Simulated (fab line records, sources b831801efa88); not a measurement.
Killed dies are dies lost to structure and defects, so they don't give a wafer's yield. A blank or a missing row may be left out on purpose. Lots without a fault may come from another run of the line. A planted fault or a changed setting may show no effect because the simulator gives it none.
fab line records | flow sky130
record lots=6 wafers=18 last_day=50
route steps=708 shown LDD_HVN@269 LDD_HVP@278 PAD_OPEN@708
lots that met no fault: from a run of the same line without faults
start_h: hours from the record's first day to the start of the lot's first wafer shown | wait_h: hours since the lot's step before | " the same as in the row above | L1.1+2: a row that stands for several wafers | - no value, or no start given | * or withheld: withheld | < > ~ a bound
route shown NAME@n: a module of which the file shows steps, and the number in the route of the first | usual: mean/standard deviation of fault-free wafers | same: alike in all rows | chamber/n: place in a boat | sites: the reading at each site | _std_site: their standard deviation | _edge_site: outer sites' mean less inner sites' | radius_mm: how far each site lies from the wafer's centre | mask NAME#n: copy n | behind: the tool/chamber that last shaped the wafer | hold: why the lot was held/for how many hours/how that ended | device: the transistor (n, p or np) that didn't switch | end of line: the same wafers' tests at the end of the route | a step without rows: its recipe alone | killed: dies lost to structure and defects at the first sort, not the wafer's yield | map: a wafer's dies, x killed, . not, _ none there
set.NAME: the setting as run; set.NAME@STEP: as run at that earlier step | model.NAME: the simulator's own value behind a step, which no gauge read
lots at some steps of the route; a table a step, a row a wafer
services: from which hour (start_h, from the record's first day; less than 0 if before it) a tool's chamber was out of use, for how many hours, and why
## steps
# step SKY_LDD_HVN_COAT_02
# recipe resist=NOVOLAK spin_rpm=3000 resist_thk_nm=300
# step SKY_LDD_HVN_SOFTBAKE_03
# recipe temp_c=90 time_s=60 resist=NOVOLAK
# step SKY_LDD_HVN_EXPOSE_04
# recipe mask_id=HVNTM na=0.6 source_shape=conventional sigma_outer=0.6 polarization=unpolarized target_cd_nm=700 dose_mj=127
# step SKY_LDD_HVN_PEB_05
# recipe temp_c=withheld time_s=* resist=NOVOLAK
# step SKY_LDD_HVN_DEVELOP_06
# recipe resist=NOVOLAK developer=TMAH develop_time_s=60 dev_temp_c=23
# step SKY_LDD_HVN_OVL_MEAS_07
# usual LDD_HVN_OVL=-0.4/1.4
# columns lot.wafer tool chamber start_h wait_h LDD_HVN_OVL[nm]
L633.1 overlay-01 - 478.45 0.1 0.6
L633.2 " - " " 0.5
L633.3 " - " " 0.1
L636.2 overlay-02 - 498.23 0.1 -0.5
L636.3 " - " " 0.8
L636.6 " - " " 0.4
L650.2 overlay-02 - 614.91 0.1 1.7
L650.3 " - " " 2.0
L650.4 " - " " 0.9
L649.4 overlay-01 - 618.33 0.1 0.3
L649.5 " - " " -0.2
L649.6 " - " " 1.1
L652.2 overlay-02 - 633.83 0.1 -0.2
L652.5 " - " " -0.4
L652.6 " - " " 1.1
L654.1 overlay-01 - 652.86 0.1 -1.7
L654.4 " - " " 0.2
L654.6 " - " " -0.4
# step SKY_LDD_HVN_IMPLANT_08
# recipe species=P energy_kev=60 dose_cm2=3e+13 tilt_deg=40
# step SKY_LDD_HVN_STRIP_09
# recipe chemistry=O2/N2 power_w=1400 pressure_mtorr=1500 platen_temp_c=withheld o2_flow_sccm=3000 n2_flow_sccm=300 overash_fraction=0.5
# usual drypump_motor_current_A=5.6/0.6 oes_product_au=0.409/0.0045 strip_time_to_endpoint_s=4.140/0.015
# columns lot.wafer tool chamber start_h wait_h drypump_motor_current_A oes_product_au rf_hours_counter_h strip_time_to_endpoint_s
L633.1 plasma_asher-01 0 478.64 0.1 5.4 0.411 68 4.128
L633.2 " 1 " " 5.0 0.407 68 4.148
L633.3 " 0 " " 5.4 0.415 - 4.155
L636.2 plasma_asher-01 1 498.41 0.1 5.0 0.418 70 4.165
L636.3 " 0 " " 5.4 0.416 - 4.146
L636.6 " 1 " " 5.0 0.408 - 4.144
L650.2 plasma_asher-02 1 615.09 0.1 6.6 0.414 91 4.161
L650.3 " 0 " " 5.5 0.413 - 4.124
L650.4 " 1 " " 6.7 0.410 - 4.114
L649.4 plasma_asher-02 0 618.53 0.1 5.5 0.406 - 4.137
L649.5 " 1 " " 6.7 0.411 - 4.159
L649.6 " 0 " " 5.5 0.412 - 4.137
L652.2 plasma_asher-02 0 634.01 0.1 5.5 0.408 92 4.129
L652.5 " 1 " " 6.7 0.407 - 4.156
L652.6 " 0 " " 5.5 0.415 - 4.120
L654.1 plasma_asher-03 0 653.05 0.1 5.0 0.411 22 4.158
L654.4 " 0 " " 5.1 0.413 - 4.140
L654.6 " 0 " " 5.1 0.412 - 4.141
# step SKY_LDD_HVN_TW_MEAS_10
# usual LDD_HVN_TW=1419/10
# columns lot.wafer tool chamber start_h wait_h LDD_HVN_TW
L633.1 film_metro-03 - 478.74 0.1 1411
L633.2 " - " " 1409
L633.3 " - " " 1408
L636.2 film_metro-01 - 498.52 0.1 1430
L636.3 " - " " 1429
L636.6 " - " " 1432
L650.2 film_metro-02 - 615.20 0.1 1411
L650.3 " - " " 1407
L650.4 " - " " 1417
L649.4 film_metro-02 - 618.63 0.1 1417
L649.5 " - " " 1412
L649.6 " - " " 1417
L652.2 film_metro-02 - 634.12 0.1 1426
L652.5 " - " " 1422
L652.6 " - " " 1423
L654.1 film_metro-03 - 653.15 0.1 1414
L654.4 " - " " 1404
L654.6 " - " " 1410
# step SKY_LDD_HVP_DEHYDRATE_00
# recipe temp_c=200 time_s=60
# step SKY_LDD_HVP_HMDS_01
# recipe prime_time_s=60 prime_temp_c=120
# step SKY_LDD_HVP_COAT_02
# recipe resist=NOVOLAK spin_rpm=3000 resist_thk_nm=300
# step SKY_LDD_HVP_SOFTBAKE_03
# recipe temp_c=90 time_s=60 resist=NOVOLAK
# usual heater_power_total_W=56.59/0.04 plate_temp_C=89.99/0.13
# columns lot.wafer tool chamber start_h wait_h heater_power_total_W plate_temp_C
L633.1 litho_track-01 0 493.95 0.1 56.58 89.94
L633.2 " 0 " " 56.57 89.70
L633.3 " 0 " " 56.57 89.94
L636.2 litho_track-02 0 514.24 0.1 56.53 89.96
L636.3 " 0 " " 56.62 90.06
L636.6 " 0 " " 56.70 90.06
L650.2 litho_track-01 0 628.33 0.1 55.66 88.91
L650.3 " 0 " " 55.50 88.88
L650.4 " 0 " " 55.71 88.77
L649.4 litho_track-01 0 633.08 0.1 55.54 88.82
L649.5 " 0 " " 55.60 88.94
L649.6 " 0 " " 55.54 88.89
L652.2 litho_track-02 0 648.39 0.1 56.64 90.10
L652.5 " 0 " " 56.57 90.19
L652.6 " 0 " " 56.64 90.17
L654.1 litho_track-02 0 666.77 0.1 56.63 89.88
L654.4 " 0 " " 56.61 90.09
L654.6 " 0 " " 56.58 89.87
# step SKY_LDD_HVP_EXPOSE_04
# recipe mask_id=HVPTM na=0.6 source_shape=conventional sigma_outer=0.6 polarization=unpolarized target_cd_nm=700 dose_mj=86
# step SKY_PAD_OPEN_PROBE_99
# usual killed_at_M0_to_M3=44/7.9 killed_at_M4_up=3.1/2 killed_at_contacts=23/4.9 killed_at_front_end=15/3.9 killed_at_other=0.2/0.49 killed_dies=86/10 killed_open=47/7.1 killed_short=39/7.1
# same gross_dies=492 killed_at_back_side=0
# columns lot.wafer tool chamber start_h wait_h killed_at_M0_to_M3 killed_at_M4_up killed_at_contacts killed_at_front_end killed_at_other killed_dies killed_open killed_short
L654.1 prober-02 - 1195.55 0.1 47 6 18 19 0 90 52 38
L654.4 prober-02 - 1195.70 0.2 36 2 27 14 1 80 44 36
L654.6 prober-02 - 1195.80 0.2 47 5 20 16 0 88 51 37
# killed by level:class
L654.1 VIA3:geometric_particle:open=10 VIA1:geometric_particle:open=9 VIA2:geometric_particle:open=7 VIA1:geometric_particle:short=6 METAL3:geometric_particle:open=6 FIELD_ISO:geometric_particle:open=5 LOCAL_INTERCONNECT:geometric_particle:short=5 CONTACT:geometric_particle:short=5
L654.4 CONTACT:geometric_particle:open=12 VIA1:geometric_particle:open=7 METAL1:geometric_particle:short=6 FIELD_ISO:geometric_particle:open=5 CONTACT:geometric_particle:short=5 METAL3:geometric_particle:short=5 METAL2:geometric_particle:short=5 VIA2:geometric_particle:open=5
L654.6 FIELD_ISO:geometric_particle:open=10 VIA1:geometric_particle:open=9 VIA2:geometric_particle:open=8 LI_CONTACT:geometric_particle:open=7 VIA3:geometric_particle:open=7 METAL2:geometric_particle:short=6 METAL3:geometric_particle:short=6 CONTACT:geometric_particle:open=5
## services
# columns tool chamber start_h hours kind
litho_track-01 - 479.32 - consumable_replace:filter
plasma_asher-01 - 617.43 1.3 repair
## key
first_sign step=SKY_LDD_HVP_SOFTBAKE_03 reading=heater_power_total_W direction=down sigmas=25 usual=* struck=*
effect step=SKY_LDD_HVP_SOFTBAKE_03 reading=plate_temp_C direction=down sigmas=8.7 usual=* struck=*
met_at SKY_LDD_HVP_SOFTBAKE_03
struck_wafers L649.4,L649.5,L649.6,L650.2,L650.3,L650.4
tester_left_out L649,L650
onset_between 493.95 628.33
fault kind=process_parameter_drift tool=litho_track-01 chamber=- onset_h=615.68 steps=SKY_LDD_HVP_SOFTBAKE_03 channel=temp_c offset=* shape=step end_h=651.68 acts_in=* stated=*
# tester_left_out: of these lots the tester's yield and bins aren't shown, on N5 and GAA mostly nor the transistor test; their killed dies are dies lost to structure and defects alone, not to doping, threshold or leakage, so they don't give the yield
